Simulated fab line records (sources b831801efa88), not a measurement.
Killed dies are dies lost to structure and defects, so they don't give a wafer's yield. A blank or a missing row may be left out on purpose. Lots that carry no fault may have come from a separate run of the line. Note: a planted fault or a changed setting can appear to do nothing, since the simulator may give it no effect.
Which of the tools did it? | flow sky130 | 9 lots, 27 wafers sampled, at 5 steps of a route of 708

== WHAT EACH GAUGE READ, for each wafer ==
SKY_VIA4_THK_MEAS_20: measures by xrf.
lot  | measured     | on            | VIA4_W_THK (nm)
L610 | day 42 22:59 | film-metro-01 | 520 515 523
L612 | day 43 16:18 | film-metro-01 | 536 525 524
L615 | day 44 16:02 | film-metro-02 | 530 523 517
L621 | day 46 06:35 | film-metro-02 | 515 514 503
L622 | day 46 19:02 | film-metro-04 | 506 506 515
L623 | day 46 23:28 | film-metro-02 | 529 507 526
L626 | day 47 11:17 | film-metro-04 | 513 527 519
L628 | day 47 20:56 | film-metro-04 | 531 539 528
L630 | day 48 09:58 | film-metro-02 | 497 506 499

SKY_METAL5_RS_MEAS_05: measurement is done with a four-point probe.
lot  | measured     | on            | METAL5_ALCU_RS (ohm/sq)
L610 | day 42 23:40 | film-metro-03 | 0.0272 0.0272 0.0271
L612 | day 43 16:51 | film-metro-01 | 0.0273 0.0270 0.0271
L615 | day 44 16:34 | film-metro-01 | 0.0270 0.0270 0.0270
L621 | day 46 07:08 | film-metro-03 | 0.0251 0.0252 0.0253
L622 | day 46 19:34 | film-metro-01 | 0.0257 0.0255 0.0256
L623 | day 46 23:59 | film-metro-02 | 0.0273 0.0273 0.0275
L626 | day 47 12:23 | film-metro-01 | 0.0269 0.0270 0.0270
L628 | day 47 22:21 | film-metro-03 | 0.0268 0.0266 0.0269
L630 | day 48 10:31 | film-metro-02 | 0.0275 0.0274 0.0274

SKY_METAL5_THK_MEAS_06: measures by xrf.
lot  | measured     | on            | METAL5_ALCU_THK (nm)
L610 | day 42 23:46 | film-metro-03 | 1130 1129 1138
L612 | day 43 16:58 | film-metro-01 | 1130 1147 1143
L615 | day 44 16:41 | film-metro-01 | 1138 1142 1141
L621 | day 46 07:14 | film-metro-03 | 1221 1222 1208
L622 | day 46 19:41 | film-metro-01 | 1200 1200 1192
L623 | day 47 00:07 | film-metro-02 | 1132 1135 1124
L626 | day 47 12:30 | film-metro-01 | 1146 1144 1133
L628 | day 47 22:28 | film-metro-03 | 1144 1152 1142
L630 | day 48 10:37 | film-metro-02 | 1124 1121 1132

== EACH LOT AND THE TOOL THAT RAN IT (in order: tool; ch and the chambers of the sampled wafers; start) ==
lot  | SKY_CAP2M_METAL_ETCH_13           | SKY_METAL5_SPUTTER_02
L610 | rie-metal-02 ch 0,1, day 40 20:51 | pvd-sputter-04, day 42 23:31
L612 | rie-metal-01 ch 0,1, day 41 15:08 | pvd-sputter-04, day 43 16:44
L615 | rie-metal-01 ch 0,1, day 42 15:22 | pvd-sputter-02, day 44 16:27
L621 | rie-metal-01 ch 0,1, day 44 08:55 | pvd-sputter-04, day 46 06:59
L622 | rie-metal-01 ch 0,1, day 44 20:55 | pvd-sputter-04, day 46 19:26
L623 | rie-metal-01 ch 0,1, day 45 02:02 | pvd-sputter-03, day 46 23:52
L626 | rie-metal-02 ch 0,1, day 45 15:22 | pvd-sputter-02, day 47 12:16
L628 | rie-metal-02 ch 0,1, day 46 01:55 | pvd-sputter-02, day 47 22:13
L630 | rie-metal-01 ch 0,1, day 46 14:45 | pvd-sputter-02, day 48 10:22
- SKY_CAP2M_METAL_ETCH_13: etches TiN in Cl2/BCl3, stops on SiO2, target depth 220 nm, time 62.9 s.
- SKY_METAL5_SPUTTER_02: material AlCu, target thk 1150 nm, time 61.2 s.

== AS READ BY THE TOOLS THEMSELVES (means over the sampled wafers that have a number; for cases with no such wafer, the mark the record gives instead) ==
SKY_CAP2M_METAL_ETCH_13.
lot  | tool         | drypump-motor-current-A (A) | he-backside-leak-sccm (sccm) | oes-product-au (a.u.) | throttle-valve-pct (%)
L610 | rie-metal-02 | 5.39                        | 3.34                         | 0.934                 | 21.904
L612 | rie-metal-01 | 5.77                        | 3.11                         | 0.939                 | 21.900
L615 | rie-metal-01 | 5.66                        | 3.20                         | 0.941                 | 21.903
L621 | rie-metal-01 | 5.67                        | 3.17                         | 0.937                 | 21.901
L622 | rie-metal-01 | 5.66                        | 3.51                         | 0.940                 | 21.907
L623 | rie-metal-01 | 5.66                        | 3.41                         | 0.937                 | 21.906
L626 | rie-metal-02 | 5.59                        | 3.26                         | 0.948                 | 21.903
L628 | rie-metal-02 | 5.58                        | 3.42                         | 0.937                 | 21.912
L630 | rie-metal-01 | 5.66                        | 3.26                         | 0.933                 | 21.915

SKY_METAL5_SPUTTER_02.
lot  | tool           | chamber-pressure-pa (Pa) | throttle-valve-pct (%)
L610 | pvd-sputter-04 | 0.3997                   | 30.1
L612 | pvd-sputter-04 | 0.3997                   | 30.0
L615 | pvd-sputter-02 | 0.3993                   | 29.8
L621 | pvd-sputter-04 | 0.4001                   | 30.1
L622 | pvd-sputter-04 | 0.3997                   | 30.7
L623 | pvd-sputter-03 | 0.4000                   | 29.6
L626 | pvd-sputter-02 | 0.3990                   | 29.2
L628 | pvd-sputter-02 | 0.4005                   | 28.8
L630 | pvd-sputter-02 | 0.3998                   | 29.7

== THE ANSWER, worked out from the rows above alone ==
Rule: usual is defined by the lots themselves. Put in order of their means at a reading, lots are off if they are a third of the lots or fewer, leave a main group of 4 or more, and stand apart from it by a gap of 3 or more times the standard deviation of the main group's means; of several such gaps the widest counts. The tables above print the reading to a certain number of digits; a main group whose means all agree to those digits is not used. A lot without any number at a reading at which 4 lots or more have one is off too. Where the step has rows for the other lots, those lots are counted as sound. First the gauges in route order, then the tools' own readings, where a lot's mean is used as printed above. At the first step where some lot is off, the reading lying furthest off is the one used; lots without a number count as furthest.
Off: at SKY_METAL5_RS_MEAS_05 (METAL5_ALCU_RS), L621, L622. Mean 0.0271 ohm/sq and standard deviation 0.00022 in the main group.
A tool fits if, at a process step before that reading, it ran every lot that is off, and no sound lot after the first of them. Gauges at SKY_METAL5_RS_MEAS_05: tried the same way as those tools. One candidate fits, namely pvd-sputter-04 at SKY_METAL5_SPUTTER_02. A fault onset in the window from L612 (day 43 16:44, its last sound lot) to L621 (day 46 06:59, its first lot off) fits.

== WHAT HAD BEEN PUT IN BY THE SIMULATOR ==
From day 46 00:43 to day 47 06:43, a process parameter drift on pvd-sputter-04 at SKY_METAL5_SPUTTER_02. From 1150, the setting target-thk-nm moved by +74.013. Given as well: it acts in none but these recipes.
Lots struck among those shown: L621, L622. The rule given above showed the same thing.
